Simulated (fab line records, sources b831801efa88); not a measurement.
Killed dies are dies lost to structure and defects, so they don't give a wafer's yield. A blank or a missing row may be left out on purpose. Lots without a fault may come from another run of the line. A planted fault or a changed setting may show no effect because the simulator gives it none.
Which tool did it? | flow gf180mcu | 12 lots, 36 wafers sampled, at 4 steps of a route of 602

WHAT THE GAUGES READ, wafer by wafer
GF_M5_CD_MEAS_07: target cd 280 nm.
lot  | measured     | on        | cd_nm (nm)
L316 | day 27 08:59 | cd_sem-02 | 279.0 281.1 279.7
L317 | day 27 12:21 | cd_sem-02 | 279.4 280.0 280.8
L318 | day 27 20:18 | cd_sem-02 | 280.2 279.9 281.1
L322 | day 29 03:35 | cd_sem-02 | 280.5 282.1 281.5
L325 | day 29 22:17 | cd_sem-01 | 280.4 279.6 282.3
L330 | day 31 07:34 | cd_sem-01 | 279.1 280.1 280.2
L331 | day 31 15:58 | cd_sem-02 | 278.8 278.8 277.8
L332 | day 31 22:05 | cd_sem-01 | 281.2 280.3 282.0
L333 | day 32 01:20 | cd_sem-02 | 280.8 278.4 278.4
L336 | day 32 18:50 | cd_sem-01 | 279.6 280.3 278.8
L338 | day 33 06:32 | cd_sem-01 | 279.1 279.4 279.8
L339 | day 33 11:30 | cd_sem-01 | 280.7 281.1 280.0

GF_PASSIVATION_THK_MEAS_01.
lot  | measured     | on            | PASSIVATION_CVD_00_THK (nm)
L316 | day 29 03:44 | film_metro-04 | 1026 1008 1026
L317 | day 29 09:40 | film_metro-02 | 1017 1025 1043
L318 | day 29 16:26 | film_metro-02 | 1013 1014 1034
L322 | day 30 22:05 | film_metro-03 | 1104 1137 1121
L325 | day 31 16:11 | film_metro-03 | 1113 1137 1133
L330 | day 32 23:22 | film_metro-04 | 1006 1022 1020
L331 | day 33 05:38 | film_metro-02 | 1010 1001 1031
L332 | day 33 11:59 | film_metro-04 | 1015 1019 1028
L333 | day 33 15:23 | film_metro-02 | 1002 1016 1019
L336 | day 34 07:21 | film_metro-02 | 1005 1041 1021
L338 | day 34 17:55 | film_metro-04 | 1015 1018 1026
L339 | day 34 23:28 | film_metro-03 | 1002 1003 1018

WHICH TOOL RAN EACH LOT (tool, then ch and the chambers of the sampled wafers, then the start)
lot  | GF_TOP_METAL_SPUTTER_01      | GF_PASSIVATION_CVD_00
L316 | pvd_sputter-02, day 28 07:33 | pecvd-04 ch 0,2, day 29 03:40
L317 | pvd_sputter-02, day 28 12:34 | pecvd-02 ch 0,1, day 29 09:35
L318 | pvd_sputter-01, day 28 19:25 | pecvd-04 ch 1,2, day 29 16:22
L322 | pvd_sputter-04, day 30 02:10 | pecvd-04 ch 0,2, day 30 21:58
L325 | pvd_sputter-02, day 30 20:44 | pecvd-04 ch 0,2, day 31 16:06
L330 | pvd_sputter-02, day 32 04:53 | pecvd-02 ch 0,1,2, day 32 23:17
L331 | pvd_sputter-02, day 32 11:56 | pecvd-01 ch 1,2, day 33 05:33
L332 | pvd_sputter-02, day 32 18:26 | pecvd-01 ch 1,2, day 33 11:53
L333 | pvd_sputter-02, day 32 21:50 | pecvd-02 ch 0,1, day 33 15:18
L336 | pvd_sputter-02, day 33 14:26 | pecvd-01 ch 0,1,2, day 34 07:16
L338 | pvd_sputter-01, day 34 01:31 | pecvd-02 ch 1,2, day 34 17:50
L339 | pvd_sputter-02, day 34 06:50 | pecvd-01 ch 0,2, day 34 23:23
- GF_TOP_METAL_SPUTTER_01: material TiN, target thk 30 nm, time 25 s.
- GF_PASSIVATION_CVD_00: deposits SiO2 from TEOS, target thk 1000 nm, time 113.4 s.

WHAT THE TOOLS THEMSELVES READ (means of the sampled wafers that have a number; where no wafer has one, the mark that the record gives instead)
GF_TOP_METAL_SPUTTER_01.
lot  | tool           | throttle_valve_pct (%)
L316 | pvd_sputter-02 | 29.3
L317 | pvd_sputter-02 | 29.2
L318 | pvd_sputter-01 | 30.2
L322 | pvd_sputter-04 | 29.4
L325 | pvd_sputter-02 | 29.7
L330 | pvd_sputter-02 | 29.5
L331 | pvd_sputter-02 | 29.7
L332 | pvd_sputter-02 | 30.3
L333 | pvd_sputter-02 | 29.9
L336 | pvd_sputter-02 | 29.7
L338 | pvd_sputter-01 | 30.0
L339 | pvd_sputter-02 | 29.6

GF_PASSIVATION_CVD_00.
lot  | tool     | heater_power_w (W)
L316 | pecvd-04 | 638
L317 | pecvd-02 | 620
L318 | pecvd-04 | 653
L322 | pecvd-04 | 559
L325 | pecvd-04 | 499
L330 | pecvd-02 | 734
L331 | pecvd-01 | 803
L332 | pecvd-01 | 747
L333 | pecvd-02 | 609
L336 | pecvd-01 | 618
L338 | pecvd-02 | 796
L339 | pecvd-01 | 693

THE ANSWER, worked out from the rows above alone
Rule: what is usual is taken from the lots themselves. Put in order of their means at a reading, lots are off if they are a third of the lots or fewer, leave a main group of 4 or more, and stand apart from it by a gap of 3 or more times the standard deviation of the main group's means; of several such gaps the widest counts. A main group whose means are all the same, to the digits that the tables above print for the reading, isn't used. A lot without any number at a reading at which 4 lots or more have one is off too. The other lots that the step has rows for count as sound. The gauges are gone through in route order, then the tools' own readings, and for those a lot's mean is taken as printed above. The first step at which some lot is off is used, and at that step the reading that is off furthest; a lot without a number counts as furthest.
Off: L322, L325, at GF_PASSIVATION_THK_MEAS_01 (PASSIVATION_CVD_00_THK). The main group: mean 1018 nm, standard deviation 5.5.
A tool fits if, at a process step before that reading, it ran every lot that is off, and no sound lot after the first of them. The gauges at GF_PASSIVATION_THK_MEAS_01 are tried like those tools. One fits: pecvd-04 at GF_PASSIVATION_CVD_00. Its last sound lot is L318 (day 29 16:22), its first lot that is off L322 (day 30 21:58): a fault that began between those two fits.

WHAT THE SIMULATOR HAD PUT IN
Process parameter drift: pecvd-04, from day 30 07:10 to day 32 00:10, at GF_PASSIVATION_CVD_00. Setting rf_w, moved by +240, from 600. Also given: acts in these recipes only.
Lots struck among those shown: L322, L325. The rule above found the same.
